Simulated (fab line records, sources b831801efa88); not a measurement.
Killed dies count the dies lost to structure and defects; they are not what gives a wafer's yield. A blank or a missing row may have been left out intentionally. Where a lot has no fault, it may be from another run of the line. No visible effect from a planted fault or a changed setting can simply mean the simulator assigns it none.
fab line records	flow sky130
record lots=7	wafers=21	last-day=50
route steps=708 shown CONTACT@412 PAD_OPEN@708
lots that met no fault: taken from a fault-free run of the same line
start-h: start of the lot's first displayed wafer, in hours after the record's first day	wait-h: hours from the lot's prior step to this one	" identical to the entry in the row above	L1.1+2: a row that stands for several wafers	- no value, or no start was given	* or withheld: withheld	< > ~ a bound
route shown NAME@n: NAME is a module with steps in the file, n the number in the route of the first one	usual: mean and standard deviation over wafers with no fault	same: alike in all rows	chamber/n: place in a boat	sites: each site's reading	_std_site: how widely they spread, as a standard deviation	_edge_site: inner sites' mean taken away from outer sites' mean	radius-mm: how far each site lies from the wafer's centre	mask NAME#n: copy n	behind: tool/chamber where the wafer was last shaped	hold: the reason the lot was held/the length of the hold in hours/how it ended	device: transistor that didn't switch, given as n, p or np	end of line: the same wafers' tests at the end of the route	a step without rows: its recipe alone	killed: the dies lost at the first sort to structure and to defects; this is not the yield of the wafer	map: dies across one wafer; x = killed, . = not, _ = none there
set.NAME: setting as actually run; set.NAME@STEP: the setting as run at that earlier step	model.NAME: the simulator's own value behind a step, which no gauge read
lots at selected steps of the route; one table per step, one row per wafer
services: the hour from which a tool's chamber was out of use, counted from the record's first day as start-h (under 0 if before that day), plus the number of hours and why
## steps
# step SKY_CONTACT_DEHYDRATE_06
# recipe temp-c=200	time-s=60
# step SKY_CONTACT_HMDS_07
# recipe prime-time-s=60	prime-temp-c=120
# step SKY_CONTACT_COAT_08
# recipe resist=BARC	temp-c=withheld	time-s=withheld	spin-rpm=3000	resist-thk-nm=60
# step SKY_CONTACT_COAT_09
# recipe resist=KrF-thick	spin-rpm=3000	resist-thk-nm=450
# step SKY_CONTACT_SOFTBAKE_10
# recipe temp-c=100	time-s=90	resist=KrF-thick
# step SKY_CONTACT_EXPOSE_11
# recipe mask-id=CTM1	na=0.8	source-shape=annular	sigma-inner=0.55	sigma-outer=0.85	target-cd-nm=170	dose-mj=38
# step SKY_CONTACT_PEB_12
# recipe peb-temp-c=withheld	peb-time-s=withheld	resist=KrF-thick
# step SKY_CONTACT_DEVELOP_13
# recipe develop-time-s=60	resist=KrF-thick	dev-temp-c=21
# step SKY_CONTACT_CD_MEAS_14
# recipe target-cd-nm=170
# usual cd-nm=169.9/1.4
lot.wafer	tool	chamber	start-h	wait-h	cd-nm
L178.1	cd-sem-01	-	754.36	-	170.7
L178.2	"	-	"	"	170.6
L178.6	"	-	"	"	168.8
L183.2	cd-sem-01	-	781.16	-	169.7
L183.4	"	-	"	"	169.9
L183.5	"	-	"	"	171.7
L188.1	cd-sem-02	-	819.79	-	167.6
L188.2	"	-	"	"	167.2
L188.5	"	-	"	"	168.2
L189.4	cd-sem-02	-	824.90	-	171.7
L189.5	"	-	"	"	170.0
L189.6	"	-	"	"	169.8
L190.2	cd-sem-02	-	827.05	-	170.5
L190.3	"	-	"	"	169.5
L190.6	"	-	"	"	170.1
L191.1	cd-sem-01	-	847.13	-	170.4
L191.5	"	-	"	"	169.3
L191.6	"	-	"	"	169.8
L200.1	cd-sem-01	-	906.16	-	171.4
L200.2	"	-	"	"	170.3
L200.6	"	-	"	"	169.1
# step SKY_CONTACT_OVL_MEAS_15
# usual CONTACT_OVL=2/5
lot.wafer	tool	chamber	start-h	wait-h	CONTACT_OVL[nm]
L178.1	overlay-01	-	754.48	0.1	1
L178.2	"	-	"	"	11
L178.6	"	-	"	"	8
L183.2	overlay-01	-	781.26	0.1	3
L183.4	"	-	"	"	4
L183.5	"	-	"	"	6
L188.1	overlay-01	-	819.91	0.1	-7
L188.2	"	-	"	"	3
L188.5	"	-	"	"	-3
L189.4	overlay-01	-	824.97	0.1	-3
L189.5	"	-	"	"	6
L189.6	"	-	"	"	-1
L190.2	overlay-02	-	827.16	0.1	-1
L190.3	"	-	"	"	5
L190.6	"	-	"	"	8
L191.1	overlay-01	-	847.25	0.1	6
L191.5	"	-	"	"	6
L191.6	"	-	"	"	4
L200.1	overlay-02	-	906.28	0.1	2
L200.2	"	-	"	"	-5
L200.6	"	-	"	"	-2
# step SKY_CONTACT_ETCH_16
# recipe chemistry=N2/H2	target=BARC	ion-energy-ev=200	source-w=500	bias-w=100	pressure-mtorr=30	n2-flow-sccm=100	h2-flow-sccm=200	stop-on=SiO2	time-s=45.9	target-depth-a=600
# usual bias-w=100.02/0.28	drypump-motor-current-A=5.7/0.38	oes-product-au=0.854/0.0048	throttle-valve-pct=13.224/0.0094
lot.wafer	tool	chamber	start-h	wait-h	bias-w	drypump-motor-current-A	oes-product-au	rf-hours-counter-h	throttle-valve-pct
L178.1	rie-diel-01	3	754.52	0.0	100.12	5.8	0.851	2	13.227
L178.2	"	0	"	"	100.14	6.2	0.865	9	13.215
L178.6	"	2	"	"	99.89	5.8	0.858	-	13.209
L183.2	rie-diel-03	2	781.29	0.0	100.32	5.4	0.857	19	13.237
L183.4	"	0	"	"	99.59	5.2	0.859	13	13.218
L183.5	"	2	"	"	100.04	5.5	0.849	-	13.223
L188.1	rie-diel-01	0	819.94	0.0	99.56	6.2	0.848	10	13.212
L188.2	"	2	"	"	100.12	5.8	0.861	5	13.230
L188.5	"	1	"	"	100.56	5.8	0.856	-	13.224
L189.4	rie-diel-01	3	824.99	0.0	99.93	5.8	0.860	4	13.226
L189.5	"	2	"	"	100.00	5.9	0.852	-	13.243
L189.6	"	1	"	"	100.08	5.8	0.851	-	13.234
L190.2	rie-diel-03	1	827.19	0.0	100.04	5.0	0.852	11	13.215
L190.3	"	2	"	"	99.95	5.4	0.865	21	13.218
L190.6	"	0	"	"	99.62	5.3	0.855	-	13.223
L191.1	rie-diel-01	1	847.29	0.0	100.01	5.7	0.852	23	13.232
L191.5	"	0	"	"	100.24	6.2	0.850	-	13.240
L191.6	"	1	"	"	100.47	5.8	0.851	-	13.231
L200.1	rie-diel-04	1	906.32	0.0	100.02	5.7	0.857	7	13.232
L200.2	"	2	"	"	99.93	6.3	0.854	17	13.225
L200.6	"	0	"	"	100.10	5.1	0.855	-	13.229
# step SKY_CONTACT_ETCH_17
# recipe target=SiO2	chemistry=C4F8/O2/Ar	stop-on=Si3N4	mask-material=KrF-thick	source-w=1500	bias-w=1200	pressure-mtorr=40	c4f8-flow-sccm=withheld	O2_flow_sccm=6	Ar_flow_sccm=300	time-s=withheld	target-depth-a=3400
# usual bias-w=1200/3.5	oes-product-au=0.892/0.0053
lot.wafer	tool	chamber	start-h	wait-h	bias-w	oes-product-au
L178.1	rie-diel-01	3	754.56	0.0	1193	0.892
L178.2	"	0	"	"	1202	0.877
L178.6	"	2	"	"	1195	0.900
L183.2	rie-diel-03	2	781.33	0.0	1199	0.894
L183.4	"	0	"	"	1202	0.895
L183.5	"	2	"	"	1205	0.886
L188.1	rie-diel-01	0	819.98	0.0	1198	0.885
L188.2	"	2	"	"	1195	0.890
L188.5	"	1	"	"	1204	0.886
L189.4	rie-diel-01	3	825.03	0.0	1201	0.892
L189.5	"	2	"	"	1195	0.892
L189.6	"	1	"	"	1200	0.895
L190.2	rie-diel-03	1	827.23	0.0	1207	0.888
L190.3	"	2	"	"	1195	0.892
L190.6	"	0	"	"	1200	0.896
L191.1	rie-diel-01	1	847.33	0.0	1198	0.888
L191.5	"	0	"	"	1201	0.895
L191.6	"	1	"	"	1204	0.880
L200.1	rie-diel-04	1	906.36	0.0	1197	0.896
L200.2	"	2	"	"	1194	0.894
L200.6	"	0	"	"	1201	0.890
# step SKY_CONTACT_ETCH_18
# recipe target=Si3N4	chemistry=CHF3/O2	stop-on=TiN	source-w=600	bias-w=200	pressure-mtorr=40	chf3-flow-sccm=50	O2_flow_sccm=5	time-s=39	target-depth-a=750
# usual O2_flow_sccm=4.996/0.014	bias-w=200.0/0.58	drypump-motor-current-A=5.7/0.37	oes-product-au=0.854/0.0077	throttle-valve-pct=8.793/0.0092
lot.wafer	tool	chamber	start-h	wait-h	O2_flow_sccm	bias-w	drypump-motor-current-A	oes-product-au	rf-hours-counter-h	throttle-valve-pct	model.KrF-thick_of_CONTACT_COAT_09.thk-nm	model.TiN_of_LOCAL_INTERCONNECT_SPUTTER_00.thk-nm
L178.1	rie-diel-01	3	754	-	4.991	200.1	5.8	0.849	2	8.784	239.4	99.52
L178.2	"	0	"	"	5.009	200.6	6.2	0.839	9	8.777	237.7	102.5
L178.6	"	2	"	"	4.989	199.3	5.8	0.858	-	8.805	251.9	102
L183.2	rie-diel-03	2	781	-	5.004	201.2	5.5	0.854	19	8.786	233.8	96.56
L183.4	"	0	"	"	4.995	199.8	5.2	0.859	13	8.791	242.9	96.01
L183.5	"	2	"	"	4.997	199.7	5.5	0.858	-	8.802	235.2	98.75
L188.1	rie-diel-01	0	820	-	4.987	198.9	6.2	0.849	10	8.801	238.4	102.2
L188.2	"	2	"	"	5.017	200.1	5.8	0.851	5	8.790	247.9	101.1
L188.5	"	1	"	"	5.006	346.9	5.7	0.862	-	8.795	221.2	100.5
L189.4	rie-diel-01	3	825	-	4.984	200.1	5.8	0.861	4	8.791	238.4	101.6
L189.5	"	2	"	"	4.983	200.6	5.9	0.867	-	8.804	246.1	101.5
L189.6	"	1	"	"	4.995	347.4	5.7	0.846	-	8.808	221.2	97.1
L190.2	rie-diel-03	1	827	-	5.011	200.3	5.0	0.852	11	8.796	244.7	99.71
L190.3	"	2	"	"	5.005	200.3	5.5	0.856	21	8.797	231.7	98.6
L190.6	"	0	"	"	5.010	199.2	5.3	0.863	-	8.800	244.7	98.65
L191.1	rie-diel-01	1	847	-	4.981	348.0	5.8	0.843	23	8.789	223.6	98.62
L191.5	"	0	"	"	5.007	200.2	6.2	0.854	-	8.804	238.9	99.58
L191.6	"	1	"	"	5.017	348.0	5.7	0.861	-	8.793	221.7	98.8
L200.1	rie-diel-04	1	906	-	5.008	200.1	5.7	0.842	7	8.775	235	98.6
L200.2	"	2	"	"	5.017	200.2	6.3	0.841	17	8.785	235.8	98.33
L200.6	"	0	"	"	5.003	198.8	5.1	0.861	-	8.797	242.6	98.75
# step SKY_CONTACT_STRIP_19
# recipe chemistry=O2/N2	power-w=1400	pressure-mtorr=1500	platen-temp-c=withheld	o2-flow-sccm=3000	n2-flow-sccm=300	overash-fraction=0.5
# usual drypump-motor-current-A=5.5/0.61	oes-product-au=0.380/0.005	strip-time-to-endpoint-s=3.60/0.048
lot.wafer	tool	chamber	start-h	wait-h	drypump-motor-current-A	oes-product-au	rf-hours-counter-h	strip-time-to-endpoint-s
L178.1	plasma-asher-03	0	754.65	-	4.9	0.378	62	3.59
L178.2	"	1	"	"	6.3	0.380	62	3.56
L178.6	"	0	"	"	4.9	0.379	-	3.73
L183.2	plasma-asher-03	1	781.42	-	6.3	0.380	64	3.54
L183.4	"	1	"	"	6.3	0.378	-	3.61
L183.5	"	0	"	"	4.9	0.382	-	3.53
L188.1	plasma-asher-02	0	820.07	-	4.9	0.383	38	3.58
L188.2	"	1	"	"	5.4	0.391	38	3.66
L188.5	"	0	"	"	4.9	0.371	-	3.38
L189.4	plasma-asher-02	1	825.16	-	5.4	0.383	-	3.57
L189.5	"	0	"	"	5.0	0.388	-	3.67
L189.6	"	1	"	"	5.4	0.367	-	3.37
L190.2	plasma-asher-03	0	827.32	-	4.9	0.386	69	3.63
L190.3	"	1	"	"	6.3	0.378	-	3.49
L190.6	"	1	"	"	6.4	0.383	-	3.64
L191.1	plasma-asher-03	0	847.42	-	4.9	0.374	71	3.41
L191.5	"	0	"	"	4.9	0.377	-	3.58
L191.6	"	1	"	"	6.4	0.371	-	3.40
L200.1	plasma-asher-02	0	906.45	-	4.9	0.382	47	3.53
L200.2	"	1	"	"	5.4	0.385	47	3.55
L200.6	"	1	"	"	5.4	0.375	-	3.60
# step SKY_CONTACT_STRIP_20
# recipe chemistry=post-etch-residue-remover	time-s=1200	temp-c=72.5
# step SKY_PAD_OPEN_PROBE_99
# usual killed_at_M0_to_M3=43/7	killed_at_M4_up=3.1/1.9	killed-at-contacts=25/6.1	killed-at-front-end=15/4.5	killed-at-other=0.3/0.55	killed-dies=87/8.9	killed-open=47/6.4	killed-short=40/6.6
# same gross-dies=492	killed-at-back-side=0
lot.wafer	tool	chamber	start-h	wait-h	killed_at_M0_to_M3	killed_at_M4_up	killed-at-contacts	killed-at-front-end	killed-at-other	killed-dies	killed-open	killed-short
L188.2	prober-02	-	1141.52	0.1	27	4	32	18	0	81	35	46
L189.6	prober-01	-	1146.27	0.2	43	2	30	12	1	88	48	38
L191.1	prober-01	-	1161.37	0.1	33	2	18	16	1	70	35	35
L191.5	prober-01	-	1161.57	0.2	33	4	18	21	0	76	30	45
L191.6	prober-01	-	1161.62	0.2	52	1	22	12	0	87	55	31
# killed by level:class
L188.2 CONTACT:geometric-particle:open=12 CONTACT:geometric-particle:short=9 LI_CONTACT:geometric-particle:open=7 POLY_GATE:geometric-particle:short=6 METAL2:geometric-particle:short=6 VIA3:geometric-particle:open=6 FIELD_ISO:geometric-particle:short=5 METAL1:geometric-particle:short=4
L189.6 CONTACT:geometric-particle:open=14 VIA1:geometric-particle:open=11 METAL2:geometric-particle:short=6 VIA2:geometric-particle:open=5 VIA1:geometric-particle:short=5 FIELD_ISO:geometric-particle:short=4 LI_CONTACT:geometric-particle:open=4 LOCAL_INTERCONNECT:geometric-particle:short=4
L191.1 FIELD_ISO:geometric-particle:short=7 CONTACT:geometric-particle:open=7 VIA3:geometric-particle:open=7 VIA2:geometric-particle:open=6 LI_CONTACT:geometric-particle:open=5 METAL2:geometric-particle:short=5 POLY_GATE:geometric-particle:short=4 POLY_GATE:geometric-particle:open=3
L191.5 CONTACT:geometric-particle:open=8 FIELD_ISO:geometric-particle:short=7 METAL2:geometric-particle:short=6 METAL3:geometric-particle:short=6 VIA1:geometric-particle:short=5 CONTACT:geometric-particle:short=4 METAL4:geometric-particle:short=4 POLY_GATE:geometric-particle:open=3
L191.6 VIA1:geometric-particle:open=12 VIA2:geometric-particle:open=10 VIA3:geometric-particle:open=7 METAL1:geometric-particle:short=6 METAL2:geometric-particle:short=6 CONTACT:geometric-particle:short=5 CONTACT:geometric-particle:open=5 POLY_GATE:geometric-particle:open=4
## services
tool	chamber	start-h	hours	kind
rie-diel-01	0	765.25	10.4	repair
rie-diel-01	-	766.00	28.1	pm
plasma-asher-03	-	799.25	2.8	pm
rie-diel-03	1	804.36	7.5	repair
rie-diel-01	-	816.37	1.9	repair
rie-diel-04	3	822.85	11.2	repair
rie-diel-01	2	837.90	5.1	repair
rie-diel-04	3	847.06	-	clean
rie-diel-04	3	847.06	18.3	scheduled-down
rie-diel-04	3	847.06	18.3	vent-cycle
rie-diel-04	-	870.51	0.1	repair
rie-diel-04	3	880.65	2.6	repair
## key
first-sign step=SKY_CONTACT_ETCH_18	reading=bias-w	direction=up	sigmas=99+	usual=200.0	struck=347.6
effect step=SKY_CONTACT_STRIP_19	reading=strip-time-to-endpoint-s	direction=down	sigmas=4.3	usual=*	struck=*
model-effect step=SKY_CONTACT_ETCH_18	value=KrF-thick_of_CONTACT_COAT_09.thk-nm	without=240.3	struck=221.9
met-at SKY_CONTACT_ETCH_18
struck-wafers L188.5,L189.6,L191.1,L191.6
tester-left-out L188,L189,L191
fault kind=process-parameter-drift	tool=rie-diel-01	chamber=1	onset-h=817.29	steps=SKY_CONTACT_ETCH_18	channel=bias-w	offset=147.4	shape=step	end-h=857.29	acts-in=these-recipes-only	stated=200
# tester-left-out: of these lots the tester's yield and bins aren't shown, on N5 and GAA mostly nor the transistor test; their killed dies are dies lost to structure and defects alone, not to doping, threshold or leakage, so they don't give the yield
